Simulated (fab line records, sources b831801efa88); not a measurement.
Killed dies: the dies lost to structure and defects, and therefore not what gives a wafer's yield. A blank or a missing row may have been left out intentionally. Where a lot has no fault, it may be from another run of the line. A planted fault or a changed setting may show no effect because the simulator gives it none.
Which tool was responsible? -- flow gf180mcu -- 42 wafers from 14 lots sampled at 5 of the route's 602 steps

WHAT THE GAUGES READ, wafer by wafer
GF_NWELL_OVL_MEAS_07.
lot,measured,on,NWELL_OVL (nm)
L671,day 3 06:43,overlay-02,0.7 1.0 2.4
L672,day 3 13:04,overlay-02,2.7 2.5 2.9
L673,day 3 19:45,overlay-01,1.6 3.4 2.4
L674,day 3 22:57,overlay-01,2.3 1.7 2.5
L675,day 4 05:16,overlay-01,1.6 1.5 2.6
L676,day 4 13:40,overlay-01,2.0 2.5 1.4
L677,day 4 16:46,overlay-02,3.1 1.5 1.9
L678,day 4 22:40,overlay-02,-0.4 1.2 0.1
L679,day 5 04:57,overlay-02,2.5 0.6 3.0
L680,day 5 10:40,overlay-02,1.3 2.6 0.7
L681,day 5 16:01,overlay-01,1.9 0.4 -0.1
L682,day 5 19:36,overlay-02,0.6 0.7 0.8
L688,day 7 04:55,overlay-01,1.3 1.6 0.9
L693,day 8 06:23,overlay-01,2.6 2.6 3.4

GF_VT_IMPLANT_RS_MEAS_47: measurement is done with a four-point probe.
lot,measured,on,NWELL_RS (ohm/sq)
L671,day 7 12:56,film_metro-03,488.3 489.2 487.4
L672,day 7 20:08,film_metro-03,488.5 487.6 486.8
L673,day 8 05:47,film_metro-01,488.6 488.0 489.6
L674,day 8 09:31,film_metro-04,486.4 486.1 485.0
L675,day 8 16:38,film_metro-01,490.1 488.8 489.2
L676,day 9 02:11,film_metro-01,485.9 486.8 486.8
L677,day 9 06:25,film_metro-04,487.2 487.6 488.3
L678,day 9 12:48,film_metro-03,487.5 487.1 488.7
L679,day 9 22:13,film_metro-03,489.1 487.4 487.9
L680,day 10 03:13,film_metro-01,487.5 488.7 489.5
L681,day 10 10:52,film_metro-01,488.3 488.1 487.0
L682,day 10 16:04,film_metro-03,489.2 489.7 487.9
L688,day 12 09:23,film_metro-01,488.8 487.3 488.1
L693,day 13 17:07,film_metro-04,485.2 484.6 485.6

GF_HV_LDD_TW_MEAS_50.
lot,measured,on,HV_LDD_4_TW
L671,day 12 10:34,film_metro-01,572 573 572
L672,day 12 16:48,film_metro-01,570 574 572
L673,day 13 03:45,film_metro-01,575 570 571
L674,day 13 09:38,film_metro-04,566 566 565
L675,day 13 18:32,film_metro-03,563 565 564
L676,day 14 10:21,film_metro-01,566 573 571
L677,day 14 18:04,film_metro-04,568 571 571
L678,day 14 20:58,film_metro-04,573 572 570
L679,day 15 02:54,film_metro-03,567 569 568
L680,day 15 15:55,film_metro-01,569 570 572
L681,day 15 21:34,film_metro-01,568 566 568
L682,day 16 01:38,film_metro-01,568 566 568
L688,day 17 23:38,film_metro-04,646 649 651
L693,day 19 11:54,film_metro-03,642 641 643

GF_SAB_OVL_MEAS_10.
lot,measured,on,SAB_OVL (nm)
L671,day 15 01:11,overlay-02,-1.8 -1.0 -0.5
L672,day 15 14:01,overlay-02,-0.1 0.5 -0.2
L673,day 15 23:07,overlay-02,-1.7 -1.9 -1.8
L674,day 16 03:40,overlay-01,0.9 1.7 2.6
L675,day 16 15:13,overlay-01,-0.7 -1.2 0.0
L676,day 17 05:49,overlay-02,0.6 -0.1 -1.7
L677,day 17 15:56,overlay-02,-0.3 0.4 -0.6
L678,day 17 19:28,overlay-02,0.6 1.3 2.1
L679,day 18 00:49,overlay-02,-0.6 1.4 -0.3
L680,day 18 12:55,overlay-01,-0.3 1.1 0.2
L681,day 18 20:11,overlay-02,0.3 -1.2 -1.8
L682,day 19 00:25,overlay-02,-1.4 -2.7 -2.6
L688,day 21 04:26,overlay-01,-2.5 -1.9 -2.6
L693,day 22 16:01,overlay-02,0.5 -0.8 -0.8

WHAT TOOL EACH LOT RAN ON (gives the tool, then ch and the chambers of the sampled wafers, and finally the start)
lot,GF_HV_LDD_IMPLANT_48
L671,"implanter-04 ch 0, day 12 10:20"
L672,"implanter-04 ch 0, day 12 16:34"
L673,"implanter-03 ch 0, day 13 03:31"
L674,"implanter-01 ch 0, day 13 09:23"
L675,"implanter-04 ch 0, day 13 18:20"
L676,"implanter-04 ch 0, day 14 10:07"
L677,"implanter-03 ch 0, day 14 17:51"
L678,"implanter-04 ch 0, day 14 20:45"
L679,"implanter-04 ch 0, day 15 02:39"
L680,"implanter-01 ch 0, day 15 15:42"
L681,"implanter-03 ch 0, day 15 21:21"
L682,"implanter-04 ch 0, day 16 01:23"
L688,"implanter-04 ch 0, day 17 23:22"
L693,"implanter-04 ch 0, day 19 11:39"
- GF_HV_LDD_IMPLANT_48

AS READ BY THE TOOLS THEMSELVES (means over the sampled wafers that have a number; for cases with no such wafer, the mark the record gives instead)
GF_HV_LDD_IMPLANT_48.
lot,tool,beam_on_s (s),dose_ions_cm2,faraday_current_uA
L671,implanter-04,9.76,3.0004e+13,173
L672,implanter-04,9.94,3.0018e+13,170
L673,implanter-03,9.93,2.9997e+13,170
L674,implanter-01,9.95,3.0037e+13,170
L675,implanter-04,10.23,2.9999e+13,166
L676,implanter-04,10.08,3.0013e+13,168
L677,implanter-03,10.16,2.9996e+13,167
L678,implanter-04,10.20,3.0000e+13,165
L679,implanter-04,9.96,2.9987e+13,170
L680,implanter-01,9.99,3.0041e+13,169
L681,implanter-03,10.24,2.9980e+13,165
L682,implanter-04,9.89,2.9978e+13,172
L688,implanter-04,10.02,4.5013e+13,253
L693,implanter-04,9.93,4.5031e+13,255

THE ANSWER, worked out from the rows above alone
Rule: the lots themselves supply what counts as usual. The widest of any qualifying gaps counts: lots, ordered by their means at a reading, are off when they make up no more than a third of the lots, leave a main group of 4 or more, and stand apart from it by 3 or more times the standard deviation of that group's means. A main group whose means are all the same, to the digits that the tables above print for the reading, isn't used. Also off: a lot with no number at a reading for which 4 or more lots have one. Where the step has rows for the other lots, those lots are counted as sound. Order of review: gauges by route order, followed by the tools' own readings, for which a lot's mean as printed above is used. The first step at which some lot is off is used, and at that step the reading that is off furthest; a lot without a number counts as furthest.
Off: at GF_HV_LDD_TW_MEAS_50 (HV_LDD_4_TW), L688, L693. Main group: mean 569, sd 2.6.
A tool fits if, at a process step before that reading, it ran every lot that is off, and no sound lot after the first of them. The gauges at GF_HV_LDD_TW_MEAS_50 aren't tried: what is off there is off at GF_HV_LDD_IMPLANT_48 too, on other tools, and a gauge's error can't cause that. One candidate fits, namely implanter-04 at GF_HV_LDD_IMPLANT_48. Its last sound lot is L682 (day 16 01:23), its first lot that is off L688 (day 17 23:22): a fault that began between those two fits.
The tool's own readings at GF_HV_LDD_IMPLANT_48 bear it out: on the lots that are off they differ by more than 5 times the standard deviation of the sound lots' means. dose_ions_cm2 reads 4.5022e+13 there against 3.0004e+13 on the sound lots; faraday_current_uA reads 254 there against 169 on the sound lots.

WHAT THE SIMULATOR PUT IN
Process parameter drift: implanter-04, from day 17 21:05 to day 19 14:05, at GF_HV_LDD_IMPLANT_48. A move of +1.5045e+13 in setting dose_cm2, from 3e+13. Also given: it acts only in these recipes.
Struck lots among those shown: L688, L693. The rule given above showed the same thing.
